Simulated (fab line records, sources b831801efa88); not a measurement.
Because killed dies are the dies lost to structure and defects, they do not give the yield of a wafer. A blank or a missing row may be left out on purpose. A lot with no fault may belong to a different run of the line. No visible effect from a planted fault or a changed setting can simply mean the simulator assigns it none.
The tool behind it: which one? / flow sky130 / 33 wafers from 11 lots sampled at 6 of the route's 708 steps

WHAT EACH GAUGE READ, for each wafer
No reading from a measuring or inspecting step in the record can be judged against a usual standard deviation.

WHAT TOOL EACH LOT RAN ON (gives the tool, then ch and the chambers of the sampled wafers, and finally the start)
lot=L812; SKY_LDD_HVN_STRIP_09=plasmaAsher-01 ch 0,1, day 20 15:16; SKY_LI_CONTACT_STRIP_16=plasmaAsher-04 ch 0,1, day 29 11:43; SKY_LOCAL_INTERCONNECT_ETCH_13=rieMetal-03 ch 0, day 30 17:03; SKY_CONTACT_COAT_09=lithoTrack-01 ch 0, day 31 08:00; SKY_CONTACT_STRIP_19=plasmaAsher-02 ch 0,1, day 31 22:47; SKY_PAD_OPEN_PROBE_99=-
lot=L814; SKY_LDD_HVN_STRIP_09=plasmaAsher-01 ch 0,1, day 21 08:58; SKY_LI_CONTACT_STRIP_16=plasmaAsher-04 ch 0,1, day 30 02:49; SKY_LOCAL_INTERCONNECT_ETCH_13=rieMetal-03 ch 0,1, day 31 07:53; SKY_CONTACT_COAT_09=lithoTrack-01 ch 0, day 31 23:00; SKY_CONTACT_STRIP_19=plasmaAsher-02 ch 0,1, day 32 13:32; SKY_PAD_OPEN_PROBE_99=-
lot=L817; SKY_LDD_HVN_STRIP_09=plasmaAsher-04 ch 0,1, day 23 00:39; SKY_LI_CONTACT_STRIP_16=plasmaAsher-01 ch 0,1, day 31 15:40; SKY_LOCAL_INTERCONNECT_ETCH_13=rieMetal-04 ch 0,1, day 32 20:40; SKY_CONTACT_COAT_09=lithoTrack-01 ch 0, day 33 10:00; SKY_CONTACT_STRIP_19=plasmaAsher-03 ch 0,1, day 34 01:40; SKY_PAD_OPEN_PROBE_99=-
lot=L819; SKY_LDD_HVN_STRIP_09=plasmaAsher-01 ch 1, day 23 10:13; SKY_LI_CONTACT_STRIP_16=plasmaAsher-01 ch 0, day 31 22:17; SKY_LOCAL_INTERCONNECT_ETCH_13=rieMetal-03 ch 0,1, day 33 02:15; SKY_CONTACT_COAT_09=lithoTrack-02 ch 0, day 33 16:00; SKY_CONTACT_STRIP_19=plasmaAsher-02 ch 0,1, day 34 05:52; SKY_PAD_OPEN_PROBE_99=-
lot=L820; SKY_LDD_HVN_STRIP_09=plasmaAsher-01 ch 0,1, day 23 16:52; SKY_LI_CONTACT_STRIP_16=plasmaAsher-01 ch 0,1, day 32 07:24; SKY_LOCAL_INTERCONNECT_ETCH_13=rieMetal-02 ch 1, day 33 11:29; SKY_CONTACT_COAT_09=lithoTrack-01 ch 0, day 34 02:00; SKY_CONTACT_STRIP_19=plasmaAsher-02 ch 0,1, day 34 15:23; SKY_PAD_OPEN_PROBE_99=-
lot=L824; SKY_LDD_HVN_STRIP_09=plasmaAsher-04 ch 0,1, day 24 22:31; SKY_LI_CONTACT_STRIP_16=plasmaAsher-03 ch 0,1, day 33 08:14; SKY_LOCAL_INTERCONNECT_ETCH_13=rieMetal-03 ch 0,1, day 34 12:21; SKY_CONTACT_COAT_09=lithoTrack-01 ch 0, day 35 03:00; SKY_CONTACT_STRIP_19=plasmaAsher-02 ch 0,1, day 35 17:02; SKY_PAD_OPEN_PROBE_99=-
lot=L827; SKY_LDD_HVN_STRIP_09=plasmaAsher-02 ch 0,1, day 25 21:25; SKY_LI_CONTACT_STRIP_16=plasmaAsher-03 ch 0,1, day 34 05:54; SKY_LOCAL_INTERCONNECT_ETCH_13=rieMetal-02 ch 0,1, day 35 09:45; SKY_CONTACT_COAT_09=lithoTrack-04 ch 0, day 35 23:00; SKY_CONTACT_STRIP_19=plasmaAsher-03 ch 0,1, day 36 13:56; SKY_PAD_OPEN_PROBE_99=-
lot=L829; SKY_LDD_HVN_STRIP_09=plasmaAsher-02 ch 0,1, day 26 08:23; SKY_LI_CONTACT_STRIP_16=plasmaAsher-01 ch 1, day 34 15:28; SKY_LOCAL_INTERCONNECT_ETCH_13=rieMetal-03 ch 0,1, day 35 19:09; SKY_CONTACT_COAT_09=lithoTrack-01 ch 0, day 36 09:00; SKY_CONTACT_STRIP_19=plasmaAsher-03 ch 0,1, day 36 23:01; SKY_PAD_OPEN_PROBE_99=prober-02, day 49 23:30
lot=L830; SKY_LDD_HVN_STRIP_09=plasmaAsher-01 ch 0,1, day 26 23:26; SKY_LI_CONTACT_STRIP_16=plasmaAsher-04 ch 0,1, day 35 06:59; SKY_LOCAL_INTERCONNECT_ETCH_13=rieMetal-04 ch 0,1, day 36 11:00; SKY_CONTACT_COAT_09=lithoTrack-01 ch 0, day 37 00:00; SKY_CONTACT_STRIP_19=plasmaAsher-03 ch 0,1, day 37 14:23; SKY_PAD_OPEN_PROBE_99=-
lot=L833; SKY_LDD_HVN_STRIP_09=plasmaAsher-02 ch 0,1, day 28 00:08; SKY_LI_CONTACT_STRIP_16=plasmaAsher-03 ch 0,1, day 36 05:38; SKY_LOCAL_INTERCONNECT_ETCH_13=rieMetal-03 ch 0,1, day 37 08:57; SKY_CONTACT_COAT_09=lithoTrack-02 ch 0, day 37 22:00; SKY_CONTACT_STRIP_19=plasmaAsher-03 ch 0,1, day 38 13:01; SKY_PAD_OPEN_PROBE_99=-
lot=L834; SKY_LDD_HVN_STRIP_09=plasmaAsher-04 ch 0,1, day 28 06:55; SKY_LI_CONTACT_STRIP_16=plasmaAsher-03 ch 0,1, day 36 09:19; SKY_LOCAL_INTERCONNECT_ETCH_13=rieMetal-04 ch 0,1, day 37 12:40; SKY_CONTACT_COAT_09=lithoTrack-02 ch 0, day 38 02:00; SKY_CONTACT_STRIP_19=plasmaAsher-01 ch 0,1, day 38 16:25; SKY_PAD_OPEN_PROBE_99=-
- SKY_LDD_HVN_STRIP_09: strips in O2/N2.
- SKY_LI_CONTACT_STRIP_16: strips in O2/N2.
- SKY_LOCAL_INTERCONNECT_ETCH_13: etches BARC in N2/H2, stops on SiO2, time 45.9 s, target depth 60 nm.
- SKY_CONTACT_COAT_09: resist thk 450 nm.
- SKY_CONTACT_STRIP_19: strips in O2/N2.
- SKY_PAD_OPEN_PROBE_99

AS READ BY THE TOOLS THEMSELVES (means over the sampled wafers that have a number; for cases with no such wafer, the mark the record gives instead)
SKY_LDD_HVN_STRIP_09.
lot=L812; tool=plasmaAsher-01; drypumpMotorCurrentA (A)=5.7; oesProductAu (a.u.)=0.403; stripTimeToEndpointS (s)=4.153
lot=L814; tool=plasmaAsher-01; drypumpMotorCurrentA (A)=5.6; oesProductAu (a.u.)=0.406; stripTimeToEndpointS (s)=4.121
lot=L817; tool=plasmaAsher-04; drypumpMotorCurrentA (A)=5.7; oesProductAu (a.u.)=0.407; stripTimeToEndpointS (s)=4.121
lot=L819; tool=plasmaAsher-01; drypumpMotorCurrentA (A)=5.4; oesProductAu (a.u.)=0.411; stripTimeToEndpointS (s)=4.131
lot=L820; tool=plasmaAsher-01; drypumpMotorCurrentA (A)=5.6; oesProductAu (a.u.)=0.410; stripTimeToEndpointS (s)=4.129
lot=L824; tool=plasmaAsher-04; drypumpMotorCurrentA (A)=5.7; oesProductAu (a.u.)=0.408; stripTimeToEndpointS (s)=4.127
lot=L827; tool=plasmaAsher-02; drypumpMotorCurrentA (A)=5.2; oesProductAu (a.u.)=0.408; stripTimeToEndpointS (s)=4.141
lot=L829; tool=plasmaAsher-02; drypumpMotorCurrentA (A)=5.1; oesProductAu (a.u.)=0.405; stripTimeToEndpointS (s)=4.116
lot=L830; tool=plasmaAsher-01; drypumpMotorCurrentA (A)=5.8; oesProductAu (a.u.)=0.408; stripTimeToEndpointS (s)=4.129
lot=L833; tool=plasmaAsher-02; drypumpMotorCurrentA (A)=5.2; oesProductAu (a.u.)=0.410; stripTimeToEndpointS (s)=4.135
lot=L834; tool=plasmaAsher-04; drypumpMotorCurrentA (A)=5.7; oesProductAu (a.u.)=0.403; stripTimeToEndpointS (s)=4.123

SKY_LI_CONTACT_STRIP_16.
lot=L812; tool=plasmaAsher-04; drypumpMotorCurrentA (A)=5.7; oesProductAu (a.u.)=0.375; stripTimeToEndpointS (s)=3.48
lot=L814; tool=plasmaAsher-04; drypumpMotorCurrentA (A)=5.2; oesProductAu (a.u.)=0.373; stripTimeToEndpointS (s)=3.47
lot=L817; tool=plasmaAsher-01; drypumpMotorCurrentA (A)=5.7; oesProductAu (a.u.)=0.375; stripTimeToEndpointS (s)=3.51
lot=L819; tool=plasmaAsher-01; drypumpMotorCurrentA (A)=5.9; oesProductAu (a.u.)=0.375; stripTimeToEndpointS (s)=3.52
lot=L820; tool=plasmaAsher-01; drypumpMotorCurrentA (A)=5.8; oesProductAu (a.u.)=0.379; stripTimeToEndpointS (s)=3.53
lot=L824; tool=plasmaAsher-03; drypumpMotorCurrentA (A)=6.1; oesProductAu (a.u.)=0.375; stripTimeToEndpointS (s)=3.46
lot=L827; tool=plasmaAsher-03; drypumpMotorCurrentA (A)=6.0; oesProductAu (a.u.)=0.375; stripTimeToEndpointS (s)=3.42
lot=L829; tool=plasmaAsher-01; drypumpMotorCurrentA (A)=5.4; oesProductAu (a.u.)=0.378; stripTimeToEndpointS (s)=3.49
lot=L830; tool=plasmaAsher-04; drypumpMotorCurrentA (A)=5.2; oesProductAu (a.u.)=0.378; stripTimeToEndpointS (s)=3.49
lot=L833; tool=plasmaAsher-03; drypumpMotorCurrentA (A)=6.0; oesProductAu (a.u.)=0.375; stripTimeToEndpointS (s)=3.50
lot=L834; tool=plasmaAsher-03; drypumpMotorCurrentA (A)=6.1; oesProductAu (a.u.)=0.377; stripTimeToEndpointS (s)=3.47

SKY_LOCAL_INTERCONNECT_ETCH_13.
lot=L812; tool=rieMetal-03; biasW (W)=100.61; drypumpMotorCurrentA (A)=5.92; oesProductAu (a.u.)=0.856; throttleValvePct (%)=13.224
lot=L814; tool=rieMetal-03; biasW (W)=99.98; drypumpMotorCurrentA (A)=6.09; oesProductAu (a.u.)=0.856; throttleValvePct (%)=13.227
lot=L817; tool=rieMetal-04; biasW (W)=100.06; drypumpMotorCurrentA (A)=5.81; oesProductAu (a.u.)=0.856; throttleValvePct (%)=13.226
lot=L819; tool=rieMetal-03; biasW (W)=100.25; drypumpMotorCurrentA (A)=6.11; oesProductAu (a.u.)=0.859; throttleValvePct (%)=13.231
lot=L820; tool=rieMetal-02; biasW (W)=100.17; drypumpMotorCurrentA (A)=5.55; oesProductAu (a.u.)=0.860; throttleValvePct (%)=13.226
lot=L824; tool=rieMetal-03; biasW (W)=99.93; drypumpMotorCurrentA (A)=6.09; oesProductAu (a.u.)=0.856; throttleValvePct (%)=13.228
lot=L827; tool=rieMetal-02; biasW (W)=100.37; drypumpMotorCurrentA (A)=5.84; oesProductAu (a.u.)=0.856; throttleValvePct (%)=13.223
lot=L829; tool=rieMetal-03; biasW (W)=99.83; drypumpMotorCurrentA (A)=6.28; oesProductAu (a.u.)=0.855; throttleValvePct (%)=13.219
lot=L830; tool=rieMetal-04; biasW (W)=100.09; drypumpMotorCurrentA (A)=5.80; oesProductAu (a.u.)=0.856; throttleValvePct (%)=13.230
lot=L833; tool=rieMetal-03; biasW (W)=100.18; drypumpMotorCurrentA (A)=6.24; oesProductAu (a.u.)=0.854; throttleValvePct (%)=13.226
lot=L834; tool=rieMetal-04; biasW (W)=100.16; drypumpMotorCurrentA (A)=5.82; oesProductAu (a.u.)=0.852; throttleValvePct (%)=13.227

SKY_CONTACT_STRIP_19.
lot=L812; tool=plasmaAsher-02; drypumpMotorCurrentA (A)=5.2; oesProductAu (a.u.)=0.378; stripTimeToEndpointS (s)=3.603
lot=L814; tool=plasmaAsher-02; drypumpMotorCurrentA (A)=5.1; oesProductAu (a.u.)=0.379; stripTimeToEndpointS (s)=3.605
lot=L817; tool=plasmaAsher-03; drypumpMotorCurrentA (A)=6.0; oesProductAu (a.u.)=0.378; stripTimeToEndpointS (s)=3.616
lot=L819; tool=plasmaAsher-02; drypumpMotorCurrentA (A)=5.2; oesProductAu (a.u.)=0.379; stripTimeToEndpointS (s)=3.615
lot=L820; tool=plasmaAsher-02; drypumpMotorCurrentA (A)=5.1; oesProductAu (a.u.)=0.381; stripTimeToEndpointS (s)=3.602
lot=L824; tool=plasmaAsher-02; drypumpMotorCurrentA (A)=5.2; oesProductAu (a.u.)=0.379; stripTimeToEndpointS (s)=3.620
lot=L827; tool=plasmaAsher-03; drypumpMotorCurrentA (A)=6.1; oesProductAu (a.u.)=0.379; stripTimeToEndpointS (s)=3.605
lot=L829; tool=plasmaAsher-03; drypumpMotorCurrentA (A)=6.0; oesProductAu (a.u.)=0.416; stripTimeToEndpointS (s)=4.400
lot=L830; tool=plasmaAsher-03; drypumpMotorCurrentA (A)=6.0; oesProductAu (a.u.)=0.417; stripTimeToEndpointS (s)=4.357
lot=L833; tool=plasmaAsher-03; drypumpMotorCurrentA (A)=6.0; oesProductAu (a.u.)=0.375; stripTimeToEndpointS (s)=3.556
lot=L834; tool=plasmaAsher-01; drypumpMotorCurrentA (A)=5.6; oesProductAu (a.u.)=0.380; stripTimeToEndpointS (s)=3.605

SKY_PAD_OPEN_PROBE_99.
lot=L829 tool=prober-02 killed_at_M0_to_M3=50 killed_at_M4_up=3.0 killedAtContacts=20 killedAtFrontEnd=15 killedAtOther=1.0 killedDies=89 killedOpen=47 killedShort=40

THE ANSWER, worked out from the rows above alone
Rule: the lots themselves supply what counts as usual. Put in order of their means at a reading, lots are off if they are a third of the lots or fewer, leave a main group of 4 or more, and stand apart from it by a gap of 3 or more times the standard deviation of the main group's means; of several such gaps the widest counts. If all means in a main group match to the digits the tables above print for the reading, that group is not used. A lot without any number at a reading at which 4 lots or more have one is off too. All remaining lots with rows at the step are treated as sound. After the gauges, taken in route order, come the tools' own readings; for these a lot's mean is taken, as printed above. The first step at which some lot is off is used, and at that step the reading that is off furthest; a lot without a number counts as furthest.
Off at SKY_CONTACT_STRIP_19 (stripTimeToEndpointS): L829, L830. Main group: mean 3.603 s, sd 0.018.
A tool fits if, at that step or a process step before it, it ran every lot that is off, and no sound lot after the first of them. One fits: lithoTrack-01 at SKY_CONTACT_COAT_09. A fault onset in the window from L824 (day 35 03:00, its last sound lot) to L829 (day 36 09:00, its first lot off) fits.

WHAT THE SIMULATOR HAD PUT IN
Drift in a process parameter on lithoTrack-01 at SKY_CONTACT_COAT_09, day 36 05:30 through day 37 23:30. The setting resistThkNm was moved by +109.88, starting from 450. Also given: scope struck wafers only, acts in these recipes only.
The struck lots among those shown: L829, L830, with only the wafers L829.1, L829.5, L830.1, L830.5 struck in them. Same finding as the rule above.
